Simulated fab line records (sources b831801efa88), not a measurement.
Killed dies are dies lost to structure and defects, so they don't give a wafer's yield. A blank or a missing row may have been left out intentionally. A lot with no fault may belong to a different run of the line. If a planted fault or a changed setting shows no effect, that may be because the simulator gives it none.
Matching of chambers | flow gf180mcu | pecvd-02 running GF_PASSIVATION_CVD_00: 3 sister chambers
The step deposits SiO2 from TEOS, target thk 1000 nm, time 111.95 s. 20 wafers are shown with their chamber, then 10 later ones without.

## WAFERS, EACH WITH ITS CHAMBER
wafer  | chamber | heater-power-w (W) | heater-power-outer-w (W)
L076.1 | 0       | 646                | 409
L076.2 | 1       | 841                | 477
L076.4 | 0       | 540                | 333
L080.1 | 1       | 850                | 471
L080.4 | 2       | 459                | 207
L080.5 | 0       | 600                | 376
L082.2 | 0       | 658                | 417
L082.5 | 1       | 840                | 500
L082.6 | 2       | 449                | 208
L084.1 | 0       | 589                | 376
L084.2 | 2       | 580                | 306
L084.6 | 2       | 442                | 210
L085.1 | 2       | 527                | 276
L085.2 | 0       | 631                | 407
L085.5 | 0       | 660                | 442
L086.3 | 0       | 569                | 371
L086.5 | 1       | 713                | 381
L086.6 | 0       | 649                | 409
L087.3 | 2       | 466                | 241
L087.5 | 2       | 529                | 268

SIGNATURES, as means of the wafers listed above
reading              | chamber 0 | chamber 1 | chamber 2 | scatter within a chamber
heater-power-w       | 615.78    | 811.00    | 493.14    | 51
heater-power-outer-w | 393.33    | 457.25    | 245.14    | 39
Rule: for each reading, subtract the chamber's mean from the wafer's reading, divide by that reading's scatter and square the result; add these up over the readings and take the root, which gives the wafer's distance from the chamber. The wafer belongs to the nearest chamber; if the next one is less than 2 further off, it can't be placed. The scatter is the square root of a quotient: the sum, over the shown wafers, of each reading's squared deviation from its chamber's mean, divided by wafers minus chambers.

## WAFERS WITH NO CHAMBER GIVEN
wafer  | heater-power-w (W) | heater-power-outer-w (W)
L087.6 | 626                | 411
L089.1 | 849                | 504
L089.5 | 688                | 387
L089.6 | 611                | 397
L090.1 | 583                | 296
L090.3 | 566                | 357
L090.5 | 630                | 395
L095.1 | 565                | 299
L095.4 | 843                | 478
L095.6 | 444                | 209

## WHICH CHAMBER EACH ONE RAN IN
wafer  | from the rows above     | in truth
L087.6 | 0                       | 0
L089.1 | 1                       | 1
L089.5 | can't be placed: 0 or 1 | 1
L089.6 | 0                       | 0
L090.1 | can't be placed: 2 or 0 | 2
L090.3 | can't be placed: 0 or 2 | 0
L090.5 | 0                       | 0
L095.1 | can't be placed: 2 or 0 | 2
L095.4 | 1                       | 1
L095.6 | 2                       | 2
Correct placement for 6 of the 10. Not placeable from these rows: 4 (in 4, the candidates include the true chamber). Wrongly placed: 0.
